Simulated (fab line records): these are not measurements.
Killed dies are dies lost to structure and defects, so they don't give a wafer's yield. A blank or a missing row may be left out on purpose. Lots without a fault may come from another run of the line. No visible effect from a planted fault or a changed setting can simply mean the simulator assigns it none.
fab line records -- flow sky130
record: lots: 6, wafers: 18, lastDay: 50
route steps=708 shown SONOS_ONO@171 PAD_OPEN@708
lots that met no fault: taken from a fault-free run of the same line
startH: start of the lot's first displayed wafer, in hours after the record's first day -- waitH: how many hours have passed since the lot's step before this one -- " identical to the entry in the row above -- L1.1+2: several wafers, shown together as one row -- - value missing, or start not given -- * or withheld: withheld -- < > ~ a bound
route shown NAME@n: a module of which the file shows steps, and the number in the route of the first -- usual: mean and standard deviation over wafers with no fault -- same: alike in all rows -- chamber/n: place in a boat -- sites: each site's reading -- _std_site: how widely they spread, as a standard deviation -- _edge_site: outer sites' mean less inner sites' -- radiusMm: how far each site lies from the wafer's centre -- mask NAME#n: copy n -- behind: the most recent tool/chamber to have shaped the wafer -- hold: cause of the lot's hold/its duration in hours/its outcome -- device: names the non-switching transistor (n, p or np) -- end of line: tests run on the same wafers once the route is complete -- a step without rows: its recipe alone -- killed: at the first sort, the dies lost to defects and structure; wafer yield is something else -- map: per-die view of a wafer (x killed, . not killed, _ where there is no die)
set.NAME: the setting as run; set.NAME@STEP: as run at that earlier step -- model.NAME: the simulator's own value behind a step, which no gauge read
lots at selected steps of the route; one table per step, one row per wafer
services: the hour from which a tool's chamber was out of use, counted from the record's first day as startH (under 0 if before that day), plus the number of hours and why
== steps ==
step: SKY_SONOS_ONO_THK_MEAS_03
recipe: reads: Si3N4_of_SONOS_ONO_CVD_02
usual: SONOS_ONO_CVD_02_THK: 10.38/0.14
lot.wafer,tool,chamber,startH,waitH,SONOS_ONO_CVD_02_THK[nm]
L892.1,filmMetro-03,-,310.12,0.0,10.68
L892.3,filmMetro-03,-,310.12,0.0,10.66
L892.5,filmMetro-03,-,310.12,0.0,10.69
L901.1,filmMetro-04,-,363.91,0.0,10.13
L901.4,filmMetro-04,-,363.91,0.0,10.16
L901.5,filmMetro-04,-,363.91,0.0,10.32
L902.2,filmMetro-03,-,372.49,0.0,10.31
L902.3,filmMetro-03,-,372.49,0.0,10.28
L902.6,filmMetro-03,-,372.49,0.0,10.22
L906.1,filmMetro-04,-,403.73,0.0,10.48
L906.3,filmMetro-04,-,403.73,0.0,10.40
L906.4,filmMetro-04,-,403.73,0.0,10.53
L907.3,filmMetro-03,-,416.80,0.0,10.31
L907.5,filmMetro-03,-,416.80,0.0,10.44
L907.6,filmMetro-03,-,416.80,0.0,10.39
L910.1,filmMetro-03,-,435.71,0.0,10.27
L910.3,filmMetro-03,-,435.71,0.0,10.39
L910.4,filmMetro-03,-,435.71,0.0,10.34
step: SKY_SONOS_ONO_CVD_04
recipe: material: SiO2, precursor: SiH4/N2O, targetThkNm: 5.7199, tempC: 900, pressureMtorr: 400
step: SKY_SONOS_ONO_THK_MEAS_05
recipe: reads: SiO2_of_SONOS_ONO_CVD_04
usual: SONOS_ONO_CVD_04_THK: 5.72/0.12
lot.wafer,tool,chamber,startH,waitH,SONOS_ONO_CVD_04_THK[nm]
L892.1,filmMetro-03,-,311.43,0.0,5.55
L892.3,filmMetro-03,-,311.43,0.0,5.66
L892.5,filmMetro-03,-,311.43,0.0,5.63
L901.1,filmMetro-02,-,365.22,0.0,5.60
L901.4,filmMetro-02,-,365.22,0.0,5.61
L901.5,filmMetro-02,-,365.22,0.0,5.61
L902.2,filmMetro-04,-,373.80,0.0,5.88
L902.3,filmMetro-04,-,373.80,0.0,5.93
L902.6,filmMetro-04,-,373.80,0.0,5.92
L906.1,filmMetro-03,-,405.04,0.0,5.64
L906.3,filmMetro-03,-,405.04,0.0,5.66
L906.4,filmMetro-03,-,405.04,0.0,5.72
L907.3,filmMetro-03,-,418.11,0.0,5.62
L907.5,filmMetro-03,-,418.11,0.0,5.81
L907.6,filmMetro-03,-,418.11,0.0,5.72
L910.1,filmMetro-03,-,437.02,0.0,5.76
L910.3,filmMetro-03,-,437.02,0.0,5.71
L910.4,filmMetro-03,-,437.02,0.0,5.81
step: SKY_SONOS_ONO_DEHYDRATE_06
recipe: tempC: 200, timeS: 60
step: SKY_SONOS_ONO_HMDS_07
recipe: primeTimeS: 60, primeTempC: 120
step: SKY_SONOS_ONO_COAT_08
recipe: resist: NOVOLAK, spinRpm: 3000, resistThkNm: 1140
step: SKY_SONOS_ONO_SOFTBAKE_09
recipe: tempC: 90, timeS: 60, resist: NOVOLAK
step: SKY_SONOS_ONO_EXPOSE_10
recipe: maskId: ONOM, targetCdNm: 410, na: 0.6, sourceShape: conventional, sigmaOuter: 0.6, doseMj: 151.8
step: SKY_SONOS_ONO_PEB_11
recipe: tempC: withheld, timeS: *, resist: NOVOLAK
step: SKY_SONOS_ONO_DEVELOP_12
recipe: developTimeS: 60, devTempC: 23
step: SKY_SONOS_ONO_CD_MEAS_13
recipe: targetCdNm: 410
usual: cdNm: 409.9/2.4
lot.wafer,tool,chamber,startH,waitH,cdNm
L892.1,cdSem-01,-,337.68,0.1,408.1
L892.3,cdSem-01,-,337.68,0.1,408.9
L892.5,cdSem-01,-,337.68,0.1,408.8
L901.1,cdSem-01,-,393.83,0.1,407.6
L901.4,cdSem-01,-,393.83,0.1,409.9
L901.5,cdSem-01,-,393.83,0.1,409.2
L902.2,cdSem-02,-,401.85,0.1,409.6
L902.3,cdSem-02,-,401.85,0.1,407.1
L902.6,cdSem-02,-,401.85,0.1,408.6
L906.1,cdSem-02,-,435.89,0.1,411.3
L906.3,cdSem-02,-,435.89,0.1,410.8
L906.4,cdSem-02,-,435.89,0.1,410.7
L907.3,cdSem-02,-,448.96,0.1,410.0
L907.5,cdSem-02,-,448.96,0.1,411.8
L907.6,cdSem-02,-,448.96,0.1,411.8
L910.1,cdSem-01,-,467.64,0.1,410.9
L910.3,cdSem-01,-,467.64,0.1,411.3
L910.4,cdSem-01,-,467.64,0.1,411.7
step: SKY_SONOS_ONO_OVL_MEAS_14
usual: SONOS_ONO_OVL: 0.8/1.6
lot.wafer,tool,chamber,startH,waitH,SONOS_ONO_OVL[nm]
L892.1,overlay-02,-,337.80,0.1,-0.2
L892.3,overlay-02,-,337.80,0.1,2.0
L892.5,overlay-02,-,337.80,0.1,0.7
L901.1,overlay-02,-,393.95,0.1,2.7
L901.4,overlay-02,-,393.95,0.1,2.5
L901.5,overlay-02,-,393.95,0.1,3.8
L902.2,overlay-01,-,401.96,0.1,0.3
L902.3,overlay-01,-,401.96,0.1,-0.8
L902.6,overlay-01,-,401.96,0.1,0.4
L906.1,overlay-02,-,436.01,0.1,0.1
L906.3,overlay-02,-,436.01,0.1,1.1
L906.4,overlay-02,-,436.01,0.1,-2.0
L907.3,overlay-02,-,449.05,0.1,-1.5
L907.5,overlay-02,-,449.05,0.1,-0.2
L907.6,overlay-02,-,449.05,0.1,0.3
L910.1,overlay-02,-,467.76,0.1,2.3
L910.3,overlay-02,-,467.76,0.1,3.4
L910.4,overlay-02,-,467.76,0.1,3.6
step: SKY_SONOS_ONO_ETCH_15
recipe: targetDepthNm: 19.52, chemistry: CHF3/O2, sourceW: 600, biasW: 200, pressureMtorr: 40, chf3FlowSccm: 50, O2_flow_sccm: 5, timeS: 7.8
usual: O2_flow_sccm: 4.997/0.016, biasW: 200.1/0.51, chf3FlowSccm: 50.01/0.17, drypumpMotorCurrentA: 5.9/0.37, oesProductAu: 0.997/0.0093, throttleValvePct: 8.824/0.009
lot.wafer,tool,chamber,startH,waitH,O2_flow_sccm,biasW,chf3FlowSccm,drypumpMotorCurrentA,oesProductAu,rfHoursCounterH,throttleValvePct,model.NOVOLAK_of_SONOS_ONO_COAT_08.thkNm,model.SiO2_of_FIELD_ISO_CVD_24.thkNm,model.SiO2_of_NWELL_OXIDATION_01.thkNm
L892.1,rieDiel-04,3,337.84,0.0,5.002,201.1,49.96,5.4,1.011,1,8.834,1121,397.1,5.484
L892.3,rieDiel-04,2,337.84,0.0,5.004,199.8,49.86,6.1,0.987,11,8.840,1122,400.7,5.561
L892.5,rieDiel-04,1,337.84,0.0,5.003,200.9,49.84,6.0,1.002,-,8.819,1121,399.2,5.531
L901.1,rieDiel-04,3,393.99,0.0,4.974,200.2,50.15,5.4,1.006,2,8.828,1129,400.1,5.028
L901.4,rieDiel-04,0,393.99,0.0,5.000,200.1,50.09,6.2,0.995,-,8.833,1127,397.7,5.141
L901.5,rieDiel-04,2,393.99,0.0,5.022,199.4,50.11,6.1,0.981,-,8.830,1127,399.4,5.275
L902.2,rieDiel-01,0,401.99,0.0,4.967,200.7,49.89,6.2,1.008,9,8.836,1125,400.4,5.504
L902.3,rieDiel-01,3,401.99,0.0,4.996,199.8,49.97,6.1,1.000,88,8.818,1125,401.2,5.691
L902.6,rieDiel-01,3,401.99,0.0,4.973,200.0,49.95,6.1,1.011,-,8.808,1125,399.6,5.433
L906.1,rieDiel-02,2,436.05,0.0,-,-,-,-,-,-,-,1147,401.6,8.957
L906.3,rieDiel-02,3,436.05,0.0,-,-,-,-,-,-,-,1145,401,8.933
L906.4,rieDiel-02,2,436.05,0.0,-,-,-,-,-,-,-,1143,400.3,8.907
L907.3,rieDiel-04,1,449.07,0.0,-,-,-,-,-,-,-,1145,401.5,8.622
L907.5,rieDiel-04,1,449.07,0.0,-,-,-,-,-,-,-,1144,402.2,8.776
L907.6,rieDiel-04,0,449.07,0.0,-,-,-,-,-,-,-,1146,402.7,8.804
L910.1,rieDiel-04,0,467.80,0.0,4.986,200.2,50.06,6.2,0.985,81,8.818,1132,401.2,5.689
L910.3,rieDiel-04,2,467.80,0.0,5.036,200.0,50.08,6.1,0.983,13,8.828,1130,400.4,5.819
L910.4,rieDiel-04,3,467.80,0.0,4.989,198.6,49.87,5.4,1.012,3,8.836,1129,398.1,5.589
step: SKY_SONOS_ONO_WET_ETCH_16
recipe: chemistry: dHF, targetDepthNm: 14, dry: n2Spin, target: SiO2, dilution: 100:1, tempC: 25, timeS: 280
step: SKY_SONOS_ONO_STRIP_17
recipe: chemistry: O2/N2, powerW: 1400, pressureMtorr: 1500, platenTempC: withheld, o2FlowSccm: 3000, n2FlowSccm: 300, overashFraction: 0.5
usual: drypumpMotorCurrentA: 5.8/0.33, n2FlowSccm: 299.9/0.93, oesProductAu: 0.710/0.0048, stripTimeToEndpointS: 14.11/0.042
lot.wafer,tool,chamber,startH,waitH,drypumpMotorCurrentA,n2FlowSccm,oesProductAu,rfHoursCounterH,stripTimeToEndpointS
L892.1,plasmaAsher-03,1,337.95,0.0,5.7,299.6,0.721,65,14.08
L892.3,plasmaAsher-03,0,337.95,0.0,5.6,301.2,0.712,-,14.07
L892.5,plasmaAsher-03,1,337.95,0.0,5.7,300.7,0.709,-,14.09
L901.1,plasmaAsher-03,1,394.10,0.0,5.7,299.2,0.717,71,14.17
L901.4,plasmaAsher-03,1,394.10,0.0,5.7,299.7,0.706,-,14.14
L901.5,plasmaAsher-03,1,394.10,0.0,5.7,299.2,0.708,-,14.14
L902.2,plasmaAsher-01,1,402.10,0.0,5.7,299.1,0.709,72,14.12
L902.3,plasmaAsher-01,1,402.10,0.0,5.7,299.3,0.715,-,14.12
L902.6,plasmaAsher-01,0,402.10,0.0,5.2,302.1,0.702,-,14.11
L906.1,plasmaAsher-04,1,436.16,0.0,6.3,301.8,0.708,31,14.26
L906.3,plasmaAsher-04,0,436.16,0.0,5.9,300.1,0.719,-,14.25
L906.4,plasmaAsher-04,1,436.16,0.0,6.3,300.6,0.722,-,14.23
L907.3,plasmaAsher-03,1,449.21,0.0,5.7,299.2,0.713,-,14.25
L907.5,plasmaAsher-03,1,449.21,0.0,5.7,298.8,0.705,-,14.23
L907.6,plasmaAsher-03,0,449.21,0.0,5.6,300.0,0.719,-,14.25
L910.1,plasmaAsher-04,1,467.91,0.0,6.3,300.8,0.710,35,14.18
L910.3,plasmaAsher-04,1,467.91,0.0,6.3,299.1,0.714,-,14.16
L910.4,plasmaAsher-04,0,467.91,0.0,5.9,297.8,0.710,-,14.17
step: SKY_SONOS_ONO_WET_ETCH_18
recipe: chemistry: H3PO4, targetDepthNm: 15, target: Si3N4, tempC: 160, timeS: 172
usual: bathGuardTempC: 160.1/0.41, bathHeatDutyPct: 27.6/2.3
lot.wafer,tool,chamber,startH,waitH,bathGuardTempC,bathHeatDutyPct,model.SiO2_of_FIELD_ISO_CVD_24.thkNm
L892.1,wetBench-04,0,338.05,0.1,159.1,28.2,381.3
L892.3,wetBench-04,0,338.05,0.1,159.9,27.6,384.9
L892.5,wetBench-04,0,338.05,0.1,159.5,25.7,383.4
L901.1,wetBench-03,3,394.20,0.1,160.6,29.0,384.6
L901.4,wetBench-03,3,394.20,0.1,160.4,29.3,382.1
L901.5,wetBench-03,3,394.20,0.1,160.6,26.6,383.7
L902.2,wetBench-02,2,402.20,0.1,160.1,32.7,385
L902.3,wetBench-02,2,402.20,0.1,159.8,29.5,385.9
L902.6,wetBench-02,2,402.20,0.1,159.5,30.8,384.3
L906.1,wetBench-04,2,436.26,0.1,160.1,26.0,386
L906.3,wetBench-04,2,436.26,0.1,159.7,23.4,385.3
L906.4,wetBench-04,2,436.26,0.1,159.4,22.9,384.6
L907.3,wetBench-02,1,449.28,0.0,160.2,26.7,385.9
L907.5,wetBench-02,1,449.28,0.0,160.4,27.3,386.5
L907.6,wetBench-02,1,449.28,0.0,160.3,27.1,387.1
L910.1,wetBench-02,2,468.01,0.1,160.1,28.9,385.8
L910.3,wetBench-02,2,468.01,0.1,159.9,32.7,385
L910.4,wetBench-02,2,468.01,0.1,159.8,30.5,382.6
step: SKY_PAD_OPEN_PROBE_99
usual: killed_at_M0_to_M3: 44/6.6, killed_at_M4_up: 3.0/1.9, killedAtContacts: 24/5.1, killedAtFrontEnd: 16/4.6, killedAtOther: 0.3/0.59, killedDies: 88/9.5, killedOnRim: 17/3.7, killedOpen: 48/6.7, killedShort: 40/6.1
same: grossDies: 492, killedAtBackSide: 0
lot.wafer,tool,chamber,startH,waitH,killed_at_M0_to_M3,killed_at_M4_up,killedAtContacts,killedAtFrontEnd,killedAtOther,killedDies,killedOnRim,killedOpen,killedShort
L892.1,prober-02,-,1119.50,0.1,48,1,24,19,0,92,18,51,41
L892.3,prober-02,-,1119.60,0.2,41,4,24,16,0,85,12,56,29
L892.5,prober-02,-,1119.70,0.2,52,4,20,24,0,100,11,61,39
L901.1,prober-01,-,1163.12,0.1,41,4,23,23,1,92,21,56,36
L901.4,prober-01,-,1163.27,0.2,38,5,27,12,1,83,14,36,45
L901.5,prober-01,-,1163.32,0.2,54,5,29,23,0,111,17,48,63
L902.2,prober-02,-,1167.81,0.1,36,1,14,27,0,78,12,40,37
L902.3,prober-02,-,1167.86,0.2,36,4,18,22,0,80,16,46,33
L902.6,prober-02,-,1168.01,0.2,51,1,22,18,1,93,18,50,43
L906.1,prober-02,-,1188.43,0.1,50,2,35,405,0,492,96,57,42
L906.3,prober-02,-,1188.53,0.2,57,2,11,422,0,492,96,51,35
L906.4,prober-02,-,1188.58,0.2,38,3,21,429,1,492,96,44,32
L907.3,prober-02,-,1194.28,0.2,35,2,24,431,0,492,96,41,40
L907.5,prober-02,-,1194.38,0.2,40,5,25,422,0,492,96,47,43
L907.6,prober-02,-,1194.43,0.2,41,2,24,425,0,492,96,46,37
L910.1,prober-02,-,1201.64,0.1,44,2,24,10,0,80,15,43,37
L910.3,prober-02,-,1201.74,0.2,53,0,23,18,1,95,15,53,42
L910.4,prober-02,-,1201.79,0.2,50,0,20,11,1,82,14,47,35
killed by level:class
L892.1 VIA2:geometricParticle:open=11 VIA1:geometricParticle:open=8 CONTACT:geometricParticle:short=8 VIA3:geometricParticle:open=8 CONTACT:geometricParticle:open=7 METAL2:geometricParticle:short=7 FIELD_ISO:geometricParticle:short=5 VIA3:geometricParticle:short=5
L892.3 VIA1:geometricParticle:open=14 CONTACT:geometricParticle:open=11 VIA2:geometricParticle:open=8 CONTACT:geometricParticle:short=7 VIA3:geometricParticle:open=6 FIELD_ISO:geometricParticle:open=5 LI_CONTACT:geometricParticle:open=4 FIELD_ISO:geometricParticle:short=3
L892.5 VIA1:geometricParticle:open=11 VIA3:geometricParticle:open=11 CONTACT:geometricParticle:open=8 FIELD_ISO:geometricParticle:open=6 LI_CONTACT:geometricParticle:open=5 METAL2:geometricParticle:short=5 VIA1:geometricParticle:short=5 VIA2:geometricParticle:open=5
L901.1 CONTACT:geometricParticle:open=11 VIA3:geometricParticle:open=11 VIA1:geometricParticle:open=11 FIELD_ISO:geometricParticle:short=6 FIELD_ISO:geometricParticle:open=5 POLY_GATE:geometricParticle:open=5 LI_CONTACT:geometricParticle:open=4 METAL1:geometricParticle:short=4
L901.4 VIA1:geometricParticle:open=12 METAL2:geometricParticle:short=6 LI_CONTACT:geometricParticle:short=6 LI_CONTACT:geometricParticle:open=6 LOCAL_INTERCONNECT:geometricParticle:short=5 CONTACT:geometricParticle:short=5 CONTACT:geometricParticle:open=5 FIELD_ISO:geometricParticle:open=3
L901.5 VIA1:geometricParticle:open=14 CONTACT:geometricParticle:open=10 METAL1:geometricParticle:short=9 FIELD_ISO:geometricParticle:short=7 POLY_GATE:geometricParticle:short=7 LOCAL_INTERCONNECT:geometricParticle:short=7 VIA1:geometricParticle:short=7 CONTACT:geometricParticle:short=6
L902.2 POLY_GATE:geometricParticle:short=8 FIELD_ISO:geometricParticle:open=7 VIA2:geometricParticle:open=7 METAL1:geometricParticle:short=6 VIA1:geometricParticle:open=6 POLY_GATE:geometricParticle:open=5 METAL2:geometricParticle:short=5 VIA3:geometricParticle:open=4
L902.3 VIA1:geometricParticle:open=12 POLY_GATE:geometricParticle:short=9 LI_CONTACT:geometricParticle:open=7 VIA2:geometricParticle:open=7 VIA3:geometricParticle:open=6 CONTACT:geometricParticle:open=6 FIELD_ISO:geometricParticle:open=5 METAL2:geometricParticle:short=5
L902.6 VIA1:geometricParticle:open=14 METAL1:geometricParticle:short=7 POLY_GATE:geometricParticle:open=6 CONTACT:geometricParticle:open=6 CONTACT:geometricParticle:short=6 METAL2:geometricParticle:short=6 VIA2:geometricParticle:short=6 POLY_GATE:geometricParticle:short=5
L906.1 SONOS_ONO:areaEtch=392 VIA1:geometricParticle:open=14 CONTACT:geometricParticle:open=13 LI_CONTACT:geometricParticle:open=8 VIA1:geometricParticle:short=8 VIA2:geometricParticle:open=6 FIELD_ISO:geometricParticle:open=5 CONTACT:geometricParticle:short=5
L906.3 SONOS_ONO:areaEtch=405 VIA1:geometricParticle:open=16 VIA2:geometricParticle:open=13 VIA3:geometricParticle:open=7 POLY_GATE:geometricParticle:short=5 CONTACT:geometricParticle:short=4 METAL3:geometricParticle:short=4 VIA3:geometricParticle:short=4
L906.4 SONOS_ONO:areaEtch=415 VIA1:geometricParticle:open=9 CONTACT:geometricParticle:open=8 VIA2:geometricParticle:open=8 METAL3:geometricParticle:short=8 LI_CONTACT:geometricParticle:open=6 LOCAL_INTERCONNECT:geometricParticle:short=4 FIELD_ISO:geometricParticle:open=3
L907.3 SONOS_ONO:areaEtch=411 VIA1:geometricParticle:open=10 CONTACT:geometricParticle:open=6 LOCAL_INTERCONNECT:geometricParticle:short=6 FIELD_ISO:geometricParticle:open=5 VIA2:geometricParticle:open=5 LI_CONTACT:geometricParticle:open=4 LI_CONTACT:geometricParticle:short=4
L907.5 SONOS_ONO:areaEtch=402 VIA1:geometricParticle:open=15 CONTACT:geometricParticle:open=8 POLY_GATE:geometricParticle:short=7 CONTACT:geometricParticle:short=7 METAL2:geometricParticle:short=6 FIELD_ISO:geometricParticle:open=5 LI_CONTACT:geometricParticle:open=5
L907.6 SONOS_ONO:areaEtch=409 CONTACT:geometricParticle:open=12 VIA1:geometricParticle:open=12 VIA3:geometricParticle:open=6 POLY_GATE:geometricParticle:open=5 LOCAL_INTERCONNECT:geometricParticle:short=5 VIA1:geometricParticle:short=5 FIELD_ISO:geometricParticle:short=4
L910.1 VIA1:geometricParticle:open=10 VIA3:geometricParticle:open=8 VIA1:geometricParticle:short=7 METAL1:geometricParticle:short=6 LI_CONTACT:geometricParticle:short=6 VIA2:geometricParticle:open=6 CONTACT:geometricParticle:open=6 LI_CONTACT:geometricParticle:open=5
L910.3 VIA1:geometricParticle:open=17 METAL2:geometricParticle:short=7 FIELD_ISO:geometricParticle:short=6 LOCAL_INTERCONNECT:geometricParticle:short=6 CONTACT:geometricParticle:open=6 VIA3:geometricParticle:open=6 FIELD_ISO:geometricParticle:open=5 VIA2:geometricParticle:short=5
L910.4 VIA1:geometricParticle:open=12 CONTACT:geometricParticle:open=10 VIA2:geometricParticle:open=8 VIA3:geometricParticle:open=6 METAL1:geometricParticle:short=5 VIA3:geometricParticle:short=4 FIELD_ISO:geometricParticle:short=4 VIA1:geometricParticle:short=4
map L906.1 (x killed, . not)
__________xxxxxxxxxx_________
________xxxxxxxxxxxxxx_______
______xxxxxxxxxxxxxxxxxx_____
_____xxxxxxxxxxxxxxxxxxxx____
____xxxxxxxxxxxxxxxxxxxxxx___
___xxxxxxxxxxxxxxxxxxxxxxxx__
__xxxxxxxxxxxxxxxxxxxxxxxxxx_
_xxxxxxxxxxxxxxxxxxxxxxxxxxxx
_xxxxxxxxxxxxxxxxxxxxxxxxxxxx
_xxxxxxxxxxxxxxxxxxxxxxxxxxxx
_xxxxxxxxxxxxxxxxxxxxxxxxxxxx
_xxxxxxxxxxxxxxxxxxxxxxxxxxxx
_xxxxxxxxxxxxxxxxxxxxxxxxxxxx
_xxxxxxxxxxxxxxxxxxxxxxxxxxxx
_xxxxxxxxxxxxxxxxxxxxxxxxxxxx
__xxxxxxxxxxxxxxxxxxxxxxxxxx_
___xxxxxxxxxxxxxxxxxxxxxxxx__
____xxxxxxxxxxxxxxxxxxxxxx___
_____xxxxxxxxxxxxxxxxxxxx____
______xxxxxxxxxxxxxxxxxx_____
________xxxxxxxxxxxxxx_______
__________xxxxxxxxxx_________
map L907.3 (x killed, . not)
__________xxxxxxxxxx_________
________xxxxxxxxxxxxxx_______
______xxxxxxxxxxxxxxxxxx_____
_____xxxxxxxxxxxxxxxxxxxx____
____xxxxxxxxxxxxxxxxxxxxxx___
___xxxxxxxxxxxxxxxxxxxxxxxx__
__xxxxxxxxxxxxxxxxxxxxxxxxxx_
_xxxxxxxxxxxxxxxxxxxxxxxxxxxx
_xxxxxxxxxxxxxxxxxxxxxxxxxxxx
_xxxxxxxxxxxxxxxxxxxxxxxxxxxx
_xxxxxxxxxxxxxxxxxxxxxxxxxxxx
_xxxxxxxxxxxxxxxxxxxxxxxxxxxx
_xxxxxxxxxxxxxxxxxxxxxxxxxxxx
_xxxxxxxxxxxxxxxxxxxxxxxxxxxx
_xxxxxxxxxxxxxxxxxxxxxxxxxxxx
__xxxxxxxxxxxxxxxxxxxxxxxxxx_
___xxxxxxxxxxxxxxxxxxxxxxxx__
____xxxxxxxxxxxxxxxxxxxxxx___
_____xxxxxxxxxxxxxxxxxxxx____
______xxxxxxxxxxxxxxxxxx_____
________xxxxxxxxxxxxxx_______
__________xxxxxxxxxx_________
== services ==
tool,chamber,startH,hours,kind
rieDiel-04,-,317.05,1.3,repair
rieDiel-04,-,323.38,2.8,pm
rieDiel-01,0,325.39,8.4,repair
wetBench-02,-,328.03,4.8,repair
plasmaAsher-04,-,331.16,0.5,repair
rieDiel-04,-,342.67,0.4,repair
rieDiel-02,1,360.30,2.5,repair
rieDiel-04,1,382.82,-,clean
rieDiel-04,1,382.82,15.9,scheduledDown
rieDiel-04,1,382.82,15.9,ventCycle
rieDiel-02,-,383.35,0.3,repair
plasmaAsher-04,-,385.81,1.2,repair
rieDiel-01,1,388.99,6.0,repair
rieDiel-04,-,413.72,0.9,repair
plasmaAsher-04,-,420.45,4.3,pm
plasmaAsher-03,-,421.25,9.0,pm
plasmaAsher-03,0,421.25,9.0,ventCycle
plasmaAsher-03,1,421.25,9.0,ventCycle
rieDiel-02,0,423.21,28.6,repair
rieDiel-01,3,432.06,16.3,repair
plasmaAsher-03,-,435.41,3.7,repair
plasmaAsher-01,-,455.98,4.2,repair
plasmaAsher-03,-,461.89,2.8,pm
plasmaAsher-01,-,464.81,1.4,repair
== key ==
firstSign: step: SKY_SONOS_ONO_ETCH_15, reading: toolRecord, direction: missing
effect: step: SKY_PAD_OPEN_PROBE_99, reading: killedAtFrontEnd, direction: up, sigmas: 88, usual: 16, struck: 422
modelEffect: step: SKY_SONOS_ONO_ETCH_15, value: NOVOLAK_of_SONOS_ONO_COAT_08.thkNm, without: 1129, struck: 1145
modelEffect: step: SKY_SONOS_ONO_WET_ETCH_18, value: SiO2_of_FIELD_ISO_CVD_24.thkNm, without: 382.6, struck: 385.9
moreKillsBornAt: SKY_SONOS_ONO_ETCH_15@rieDiel-04: 1222, SKY_SONOS_ONO_ETCH_15@rieDiel-02: 1212
metAt SKY_SONOS_ONO_ETCH_15
struckWafers L906.1,L906.3,L906.4,L907.3,L907.5,L907.6
laterRowsLeftOut L906.1,L906.3,L906.4,L907.3,L907.5,L907.6
testerLeftOut L906,L907
onsetBetween 393.99 436.05
fault: kind: skippedStepWhole, tool: rieDiel-02,rieDiel-04, chamber: -, onsetH: 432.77, steps: SKY_SONOS_ONO_ETCH_15, scope: struckLotsOnly
testerLeftOut: of these lots the tester's yield and bins aren't shown, on N5 and GAA mostly nor the transistor test; their killed dies are dies lost to structure and defects alone, not to doping, threshold or leakage, so they don't give the yield
laterRowsLeftOut: the simulator's readings of these wafers behind a module that went badly wrong aren't trusted and aren't shown, but for the sort
